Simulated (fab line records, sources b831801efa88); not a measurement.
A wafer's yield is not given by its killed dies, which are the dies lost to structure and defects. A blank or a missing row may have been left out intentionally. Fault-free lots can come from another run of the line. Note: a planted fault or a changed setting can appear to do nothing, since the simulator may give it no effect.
Which of the tools did it? -- flow sky130 -- at 1 step of a route of 708, 12 lots with 36 wafers sampled

== WHAT THE GAUGES READ, wafer by wafer ==
SKY_FIELD_ISO_BOW_MEAS_00. Usual: for INCOMING_BOW the level is 0 um and the standard deviation is 6.9.
lot,measured,on,INCOMING_BOW (um),flag
L672,day 1 10:01,filmMetro-01,1 0 4,
L674,day 1 20:02,filmMetro-01,2 8 -10,
L675,day 2 01:01,filmMetro-01,-13 0 7,
L676,day 2 06:02,filmMetro-02,8 -2 1,
L677,day 2 11:00,filmMetro-02,-2 11 -3,
L681,day 3 07:00,filmMetro-04,9 -1 -5,
L682,day 3 12:01,filmMetro-02,0 9 -1,
L683,day 3 17:00,filmMetro-04,-4 6 -7,
L684,day 3 22:00,filmMetro-04,1 0 13,
L690,day 5 04:02,filmMetro-02,-1 12 -6,
L694,day 6 00:00,filmMetro-02,-6 -3 5,
L695,day 6 05:01,filmMetro-01,-8 12 -5,

== WHICH TOOL RAN EACH LOT (tool, then ch and the chambers of the sampled wafers, then the start) ==
No process step before these readings appears in the record.

== AS READ BY THE TOOLS THEMSELVES (means over the sampled wafers that have a number; for cases with no such wafer, the mark the record gives instead) ==
The record holds no such reading with a usual standard deviation.

== THE ANSWER, worked out from the rows above alone ==
Rule: lot off if the mean of its wafers having a number is beyond 3 standard deviations from the usual mean. A lot without any number at a reading at which 4 lots or more have one is off too. Any other lot the step has rows for is counted as sound. The gauges are gone through in route order, then the tools' own readings, and for those a lot's mean is taken as printed above. At the first step where some lot is off, the reading lying furthest off is the one used; lots without a number count as furthest.
Nothing can be told from this: no lot is off at any reading shown.

== WHAT THE SIMULATOR HAD PUT IN ==
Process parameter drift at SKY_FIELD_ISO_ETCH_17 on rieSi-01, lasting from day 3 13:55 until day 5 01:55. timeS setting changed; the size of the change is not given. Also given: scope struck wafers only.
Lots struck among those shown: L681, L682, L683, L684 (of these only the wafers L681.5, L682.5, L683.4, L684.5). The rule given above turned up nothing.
